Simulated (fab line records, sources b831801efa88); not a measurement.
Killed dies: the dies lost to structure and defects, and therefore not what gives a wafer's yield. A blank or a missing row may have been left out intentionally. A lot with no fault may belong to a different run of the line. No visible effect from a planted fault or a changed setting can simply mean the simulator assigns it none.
One fault through the eyes of 2 desks / flow sfq_line / every desk sees just its own numbers, and what lay behind them comes last

## THE TOOL OWNER'S DESK: rie_metal-04
The tool's own readings at SFQ_TRILAYER_M1_ETCH_METAL_ETCH_042 (etches Nb in Cl2/Ar, stops on SiO2, target depth 240 nm, time 120 s): means of the sampled wafers that have a number, for each lot that ran on this tool. A lot is out of limits, marked OUT, if its mean lies more than 4 standard deviations from the usual mean; the brackets give that distance.
Columns: A = drypump_motor_current_A at SFQ_TRILAYER_M1_ETCH_METAL_ETCH_042, usual 6.0 A; B = oes_product_au at SFQ_TRILAYER_M1_ETCH_METAL_ETCH_042, usual 0.895 a.u.
lot=L936; first seen here=day 30 05:28; A=6.5; B=0.896
lot=L940; first seen here=day 32 06:40; A=6.5; B=0.811 (-12) OUT
lot=L942; first seen here=day 32 21:24; A=6.3; B=0.804 (-12) OUT
Finding of this desk: L940, L942 out of limits; the first was L940 at day 32 06:40, on oes_product_au at SFQ_TRILAYER_M1_ETCH_METAL_ETCH_042. Within limits: L936.

## THE METROLOGY DESK
Means of the sampled wafers that have a number, per lot and without regard to the tool the lot ran on: this is what the gauges read. A lot is out of limits, marked OUT, if its mean lies more than 4 standard deviations from the usual mean; the brackets give that distance.
Columns: A = M1_NB_RS at SFQ_M1_RS_MEAS_909, usual 0.888 ohm/sq; B = M1_OVL at SFQ_M1_OVL_MEAS_911, usual 2 nm; C = I1_BOW at SFQ_I1_BOW_MEAS_912, usual 2 um; D = I1_OVL at SFQ_I1_OVL_MEAS_913, usual 0 nm; E = M2_NB_RS at SFQ_M2_RS_MEAS_914, usual 0.892 ohm/sq; F = M2_OVL at SFQ_M2_OVL_MEAS_916, usual -3 nm; G = M8_BOW at SFQ_M8_BOW_MEAS_951, usual 11 um
lot=L936; first seen here=day 23 15:57; A=0.885; B=4; C=2; D=-6; E=0.896; F=-2; G=35
lot=L938; first seen here=day 24 06:42; A=0.893; B=0; C=7; D=-2; E=0.916; F=-1; G=11
lot=L940; first seen here=day 25 08:32; A=0.893; B=5; C=0; D=7; E=0.900; F=1; G=7
lot=L942; first seen here=day 25 19:55; A=0.895; B=4; C=5; D=2; E=0.892; F=-6; G=11
lot=L943; first seen here=day 25 23:31; A=0.891; B=-5; C=3; D=0; E=0.886; F=-4; G=11
lot=L946; first seen here=day 27 06:42; A=0.874; B=-4; C=2; D=2; E=0.885; F=-10; G=8
This desk's finding: nothing out of limits on any of the 6 lots.

## ALL TOGETHER
The tool owner's desk had the chance to raise an alarm at day 32 06:40 on L940, L942.
From the metrology desk's view, nothing was out of limits.
The metrology desk has L940, L942 on record, within its limits.
SFQ_TRILAYER_M1_ETCH_METAL_ETCH_042 was run on rie_metal-04 by each of the lots named.

## WHAT THE SIMULATOR HAD INSERTED
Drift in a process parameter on rie_metal-04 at SFQ_TRILAYER_M1_ETCH_METAL_ETCH_042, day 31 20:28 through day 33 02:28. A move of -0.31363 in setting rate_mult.
Struck lots among those shown: L940, L942.
Time in hours from fault onset to the first out-of-limits reading at each desk: the tool owner's desk, 10.
